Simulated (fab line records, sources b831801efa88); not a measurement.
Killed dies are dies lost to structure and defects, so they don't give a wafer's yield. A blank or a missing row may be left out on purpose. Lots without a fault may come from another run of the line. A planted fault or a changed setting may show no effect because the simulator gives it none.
fab line records | flow sky130
record lots=12 wafers=36 last_day=50
route steps=708 shown METAL4@599 VIA4@652 METAL5@661 PAD_OPEN@708
lots that met no fault: from a run of the same line without faults
start_h: hours from the record's first day to the start of the lot's first wafer shown | wait_h: hours since the lot's step before | " the same as in the row above | L1.1+2: a row that stands for several wafers | - no value, or no start given | * or withheld: withheld | < > ~ a bound
route shown NAME@n: a module of which the file shows steps, and the number in the route of the first | usual: mean/standard deviation of fault-free wafers | same: alike in all rows | chamber/n: place in a boat | sites: the reading at each site | _std_site: their standard deviation | _edge_site: outer sites' mean less inner sites' | radius_mm: how far each site lies from the wafer's centre | mask NAME#n: copy n | behind: the tool/chamber that last shaped the wafer | hold: why the lot was held/for how many hours/how that ended | device: the transistor (n, p or np) that didn't switch | end of line: the same wafers' tests at the end of the route | a step without rows: its recipe alone | killed: dies lost to structure and defects at the first sort, not the wafer's yield | map: a wafer's dies, x killed, . not, _ none there
set.NAME: the setting as run; set.NAME@STEP: as run at that earlier step | model.NAME: the simulator's own value behind a step, which no gauge read
steps of the route over a sample of lots; a table a step, a row a wafer
services: from which hour (start_h, from the record's first day; less than 0 if before it) a tool's chamber was out of use, for how many hours, and why
## steps
# step SKY_METAL4_SPUTTER_01
# recipe material=TiN target_thk_nm=20 power_w=6500 time_s=16.7 chamber_pressure_pa=0.4
# usual throttle_valve_pct=29.5/0.64
# columns lot.wafer tool chamber start_h wait_h throttle_valve_pct
L107.2 pvd_sputter-03 - 943.80 0.0 30.8
L107.5 " - " " 29.2
L107.6 " - " " 27.9
L108.2 pvd_sputter-01 - 944.62 0.0 29.8
L108.4 " - " " 29.5
L108.5 " - " " 29.5
L110.3 pvd_sputter-01 - 956.87 0.0 29.8
L110.5 " - " " 29.9
L110.6 " - " " 29.5
L111.4 pvd_sputter-01 - 963.67 0.0 29.7
L111.5 " - " " 29.8
L111.6 " - " " 29.4
L112.1 pvd_sputter-02 - 970.23 0.0 30.2
L112.3 " - " " 29.7
L112.4 " - " " 28.6
L113.1 pvd_sputter-02 - 977.79 0.0 29.7
L113.2 " - " " 29.9
L113.3 " - " " 28.6
L115.1 pvd_sputter-02 - 992.66 0.0 28.5
L115.2 " - " " 30.1
L115.6 " - " " 28.6
L116.2 pvd_sputter-03 - 999.45 0.0 27.9
L116.5 " - " " 31.0
L116.6 " - " " 29.1
L117.4 pvd_sputter-02 - 1004.23 0.0 28.7
L117.5 " - " " 30.3
L117.6 " - " " 29.4
L118.3 pvd_sputter-02 - 1009.82 0.0 29.5
L118.4 " - " " 28.6
L118.5 " - " " 29.8
L120.3 pvd_sputter-02 - 1023.65 0.0 29.7
L120.4 " - " " 29.6
L120.6 " - " " 29.4
L129.3 pvd_sputter-02 - 1096.58 0.0 30.0
L129.5 " - " " 30.0
L129.6 " - " " 28.7
# step SKY_METAL4_DESCUM_15
# recipe chemistry=O2 source_power_w=150 bias_power_w=0 pressure_mtorr=10 temp_c=40 time_s=8
# usual drypump_motor_current_A=5.7/0.41 oes_product_au=1.012/0.01
# columns lot.wafer tool chamber start_h wait_h drypump_motor_current_A oes_product_au rf_hours_counter_h
L107.2 rie_metal-01 1 991.83 0.0 5.8 1.018 19
L107.5 " 0 " " 5.5 1.004 -
L107.6 " 1 " " 5.8 1.021 -
L108.2 rie_metal-04 0 992.18 0.0 6.6 1.025 2
L108.4 " 1 " " 6.2 0.997 -
L108.5 " 0 " " 6.6 1.020 -
L110.3 rie_metal-03 1 1003.85 0.0 5.3 1.017 -
L110.5 " 0 " " 5.5 1.031 -
L110.6 " 1 " " 5.3 1.025 -
L111.4 rie_metal-03 0 1011.21 0.0 5.5 1.019 -
L111.5 " 0 " " 5.5 1.026 -
L111.6 " 1 " " 5.3 1.002 -
L112.1 rie_metal-04 0 1018.09 0.0 6.6 1.016 3
L112.3 " 0 " " 6.6 1.030 -
L112.4 " 1 " " 6.2 0.986 -
L113.1 rie_metal-04 0 1025.54 0.0 6.6 1.022 4
L113.2 " 1 " " 6.2 1.001 16
L113.3 " 1 " " 6.1 1.003 -
L115.1 rie_metal-03 0 1038.64 0.0 5.5 1.021 17
L115.2 " 1 " " 5.3 1.003 17
L115.6 " 0 " " 5.5 1.014 -
L116.2 rie_metal-03 1 1045.45 0.0 5.3 1.009 17
L116.5 " 1 " " 5.3 1.007 -
L116.6 " 0 " " 5.5 1.009 -
L117.4 rie_metal-03 0 1049.75 0.0 5.5 1.024 -
L117.5 " 0 " " 5.5 1.021 -
L117.6 " 1 " " 5.3 1.019 -
L118.3 rie_metal-03 0 1054.35 0.0 5.5 1.018 -
L118.4 " 1 " " 5.3 1.003 -
L118.5 " 1 " " 5.3 1.005 -
L120.3 rie_metal-03 1 1068.55 0.0 5.3 1.015 -
L120.4 " 0 " " 5.5 1.023 -
L120.6 " 1 " " 5.3 1.010 -
L129.3 rie_metal-01 0 1136.70 0.0 5.5 1.003 -
L129.5 " 1 " " 5.8 1.012 -
L129.6 " 0 " " 5.5 1.003 -
# step SKY_VIA4_STRIP_13
# recipe chemistry=O2/N2 power_w=1400 pressure_mtorr=1500 platen_temp_c=withheld o2_flow_sccm=3000 n2_flow_sccm=300 overash_fraction=0.5
# usual drypump_motor_current_A=5.5/0.47 n2_flow_sccm=299.8/0.82 oes_product_au=0.710/0.0045 strip_time_to_endpoint_s=12.804/0.027
# columns lot.wafer tool chamber start_h wait_h drypump_motor_current_A n2_flow_sccm oes_product_au rf_hours_counter_h strip_time_to_endpoint_s
L107.2 plasma_asher-03 0 1016.55 - 5.2 299.9 0.713 24 12.775
L107.5 " 0 " " 5.2 298.7 0.713 - 12.781
L107.6 " 1 " " 6.0 299.4 0.703 - 12.789
L108.2 plasma_asher-02 0 1017.34 - 5.0 299.8 0.709 89 12.792
L108.4 " 1 " " 6.1 299.0 0.713 - 12.799
L108.5 " 0 " " 5.0 300.2 0.706 - 12.823
L110.3 plasma_asher-03 0 1027.63 - 5.2 300.3 0.713 - 12.808
L110.5 " 1 " " 6.1 299.9 0.709 - 12.766
L110.6 " 0 " " 5.2 300.8 0.705 - 12.808
L111.4 plasma_asher-04 1 1035.08 - 5.2 298.8 0.703 - 12.770
L111.5 " 1 " " 5.2 298.9 0.715 - 12.794
L111.6 " 0 " " 5.0 299.8 0.704 - 12.800
L112.1 plasma_asher-03 1 1041.79 - 6.1 299.4 0.703 26 12.784
L112.3 " 1 " " 6.1 299.7 0.709 - 12.830
L112.4 " 0 " " 5.2 298.5 0.706 - 12.787
L113.1 plasma_asher-03 0 1049.15 - 5.3 301.2 0.710 27 12.803
L113.2 " 1 " " 6.0 299.6 0.708 27 12.826
L113.3 " 0 " " 5.2 301.3 0.704 - 12.824
L115.1 plasma_asher-02 0 1061.04 - 5.0 299.6 0.705 94 12.774
L115.2 " 1 " " 6.1 300.0 0.706 94 12.791
L115.6 " 0 " " 5.0 300.4 0.713 - 12.819
L116.2 plasma_asher-04 0 1068.79 - 5.0 300.2 0.708 0 12.814
L116.5 " 0 " " 5.0 299.4 0.709 - 12.782
L116.6 " 1 " " 5.2 300.3 0.711 - 12.799
L117.4 plasma_asher-02 1 1073.48 - 6.1 300.3 0.708 - 12.823
L117.5 " 0 " " 5.0 299.3 0.707 - 12.821
L117.6 " 1 " " 6.1 300.4 0.706 - 12.794
L118.3 plasma_asher-04 1 1077.07 - 5.2 300.0 0.706 - 12.796
L118.4 " 0 " " 5.0 300.5 0.716 - 12.797
L118.5 " 0 " " 5.0 301.5 0.712 - 12.767
L120.3 plasma_asher-02 1 1091.88 - 6.1 300.7 0.704 - 12.757
L120.4 " 0 " " 5.0 298.6 0.705 - 12.766
L120.6 " 1 " " 6.1 300.2 0.719 - 12.755
L129.3 plasma_asher-04 0 1156.48 - 5.0 299.9 0.708 - 12.810
L129.5 " 0 " " 5.0 301.4 0.708 - 12.844
L129.6 " 1 " " 5.2 300.5 0.709 - 12.806
# step SKY_METAL5_SPUTTER_00
# recipe material=Ti target_thk_nm=15 power_w=3000 time_s=10 chamber_pressure_pa=0.4
# usual throttle_valve_pct=29.5/0.85
# columns lot.wafer tool chamber start_h wait_h throttle_valve_pct
L107.2 pvd_sputter-02 - 1017.87 0.2 28.7
L107.5 " - " " 28.6
L107.6 " - " " 29.6
L108.2 pvd_sputter-02 - 1018.66 0.1 29.6
L108.4 " - " " 28.8
L108.5 " - " " 29.3
L110.3 pvd_sputter-03 - 1028.88 0.1 30.9
L110.5 " - " " 29.5
L110.6 " - " " 30.8
L111.4 pvd_sputter-02 - 1036.34 0.1 29.1
L111.5 " - " " 29.3
L111.6 " - " " 28.9
L112.1 pvd_sputter-02 - 1043.12 0.2 29.4
L112.3 " - " " 29.6
L112.4 " - " " 28.9
L113.1 pvd_sputter-03 - 1050.59 0.2 31.0
L113.2 " - " " 28.0
L113.3 " - " " 29.2
L115.1 pvd_sputter-03 - 1062.68 0.2 27.9
L115.2 " - " " 30.6
L115.6 " - " " 30.6
L116.2 pvd_sputter-02 - 1070.08 0.1 29.6
L116.5 " - " " 29.0
L116.6 " - " " 30.0
L117.4 pvd_sputter-03 - 1074.73 0.1 30.4
L117.5 " - " " 29.4
L117.6 " - " " 28.0
L118.3 pvd_sputter-02 - 1078.35 0.1 30.1
L118.4 " - " " 29.6
L118.5 " - " " 29.8
L120.3 pvd_sputter-02 - 1093.14 0.1 28.7
L120.4 " - " " 29.5
L120.6 " - " " 28.7
L129.3 pvd_sputter-04 - 1157.88 0.2 31.9
L129.5 " - " " 28.9
L129.6 " - " " 30.5
# step SKY_PAD_OPEN_PROBE_99
# usual defect_limited_yield=82.5/1.8 killed_at_M0_to_M3=45/6.8 killed_at_M4_up=3.1/2 killed_at_contacts=23/5.2 killed_at_front_end=14/3.7 killed_at_other=0.3/0.61 killed_dies=86/9 killed_open=46/6.9 killed_short=39/6.4 sort_bin_3_pad_short=0.9/0.44 sort_bin_5_function=10.5/1.4 sort_bin_6_memory=6.1/1.1 sort_bin_8_speed=0.01/0.052 sort_n_pass=406/9 sort_yield_pct=82.5/1.8
# same gross_dies=492 killed_at_back_side=0 sort_bin_4_leakage[%]=0
# columns lot.wafer tool chamber start_h wait_h defect_limited_yield[%] killed_at_M0_to_M3 killed_at_M4_up killed_at_contacts killed_at_front_end killed_at_other killed_dies killed_open killed_short sort_bin_3_pad_short[%] sort_bin_5_function[%] sort_bin_6_memory[%] sort_bin_8_speed[%] sort_n_pass sort_yield_pct[%]
L118.3 prober-01 - 1141.35 0.2 69.9 47 65 21 15 0 148 45 39 3.5 20.5 6.1 0 344 69.9
L118.4 prober-01 - 1141.40 0.2 77.4 39 40 16 16 0 111 41 31 4.1 13.6 4.9 0 381 77.4
L118.5 prober-01 - 1141.45 0.2 76.2 39 44 19 15 0 117 41 33 3.3 12.6 7.9 0 375 76.2
L120.3 prober-01 - 1153.86 0.2 73.0 40 44 30 19 0 133 56 38 3.5 15.0 8.5 0 359 73.0
L120.4 prober-01 - 1153.91 0.2 72.8 36 72 15 10 1 134 35 31 4.3 17.7 5.3 0 358 72.8
L120.6 prober-01 - 1154.01 0.2 68.9 45 70 28 10 0 153 43 42 5.5 18.7 6.9 0 339 68.9
# killed by level:class
L118.3 METAL4:unspecified=62 LI_CONTACT:geometric_particle:open=9 VIA1:geometric_particle:open=9 METAL2:geometric_particle:short=8 METAL1:geometric_particle:short=7 FIELD_ISO:geometric_particle:short=6 VIA2:geometric_particle:open=6 VIA1:geometric_particle:short=5
L118.4 METAL4:unspecified=38 VIA1:geometric_particle:open=12 CONTACT:geometric_particle:open=8 VIA1:geometric_particle:short=8 FIELD_ISO:geometric_particle:open=5 FIELD_ISO:geometric_particle:short=5 VIA3:geometric_particle:open=5 LI_CONTACT:geometric_particle:open=4
L118.5 METAL4:unspecified=43 CONTACT:geometric_particle:open=8 VIA3:geometric_particle:open=7 FIELD_ISO:geometric_particle:short=6 VIA1:geometric_particle:short=5 VIA2:geometric_particle:open=5 FIELD_ISO:geometric_particle:open=4 LI_CONTACT:geometric_particle:open=4
L120.3 METAL4:unspecified=39 VIA1:geometric_particle:open=11 CONTACT:geometric_particle:open=10 LI_CONTACT:geometric_particle:open=9 METAL1:geometric_particle:short=6 FIELD_ISO:geometric_particle:open=5 POLY_GATE:geometric_particle:open=5 VIA2:geometric_particle:open=5
L120.4 METAL4:unspecified=67 VIA1:geometric_particle:open=14 CONTACT:geometric_particle:open=7 VIA2:geometric_particle:open=6 LI_CONTACT:geometric_particle:open=4 METAL1:geometric_particle:short=4 VIA1:geometric_particle:short=4 METAL4:geometric_particle:short=4
L120.6 METAL4:unspecified=68 CONTACT:geometric_particle:open=12 VIA1:geometric_particle:open=11 VIA2:geometric_particle:open=7 LOCAL_INTERCONNECT:geometric_particle:short=7 VIA2:geometric_particle:short=6 METAL1:geometric_particle:short=5 CONTACT:geometric_particle:short=4
## services
# columns tool chamber start_h hours kind
rie_metal-04 0 934.91 2.4 repair
rie_metal-03 0 936.49 23.9 repair
pvd_sputter-04 - 978.96 110.0 repair
rie_metal-03 0 993.94 5.9 repair
pvd_sputter-02 2 1004.36 - consumable_replace:kit
pvd_sputter-02 2 1004.36 18.0 scheduled_down
pvd_sputter-02 2 1004.36 18.0 vent_cycle
plasma_asher-04 - 1012.03 1.5 repair
rie_metal-04 - 1022.60 2.8 pm
plasma_asher-03 - 1023.49 1.2 repair
pvd_sputter-02 - 1025.53 7.7 repair
plasma_asher-03 - 1029.62 1.6 repair
plasma_asher-04 - 1055.30 9.0 pm
pvd_sputter-02 1 1063.59 - consumable_replace:kit
pvd_sputter-02 1 1063.59 18.0 scheduled_down
plasma_asher-03 - 1072.81 8.8 repair
pvd_sputter-01 - 1079.39 60.2 repair
pvd_sputter-03 - 1095.39 6.2 repair
pvd_sputter-03 - 1099.42 25.4 repair
plasma_asher-02 - 1128.68 4.9 repair
rie_metal-04 - 1130.86 0.3 repair
plasma_asher-04 - 1132.01 0.9 repair
pvd_sputter-03 - 1139.79 9.0 repair
pvd_sputter-02 - 1143.59 1.2 repair
## key
first_sign step=SKY_PAD_OPEN_PROBE_99 reading=killed_at_M4_up direction=up sigmas=26 usual=3.1 struck=55.8
effect step=SKY_PAD_OPEN_PROBE_99 reading=sort_bin_3_pad_short direction=up sigmas=7 usual=0.9 struck=4.0
met_at SKY_METAL4_SPUTTER_01
struck_lots L118,L120
not_acting_at SKY_METAL4_DESCUM_15,SKY_VIA4_STRIP_13,SKY_METAL5_SPUTTER_00
onset_between 1004.23 1009.82
fault kind=chamber_particle_source tool=pvd_sputter-02 chamber=- onset_h=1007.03 steps=SKY_METAL4_SPUTTER_01 rate_per_visit_cm2=1.5749 end_h=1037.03
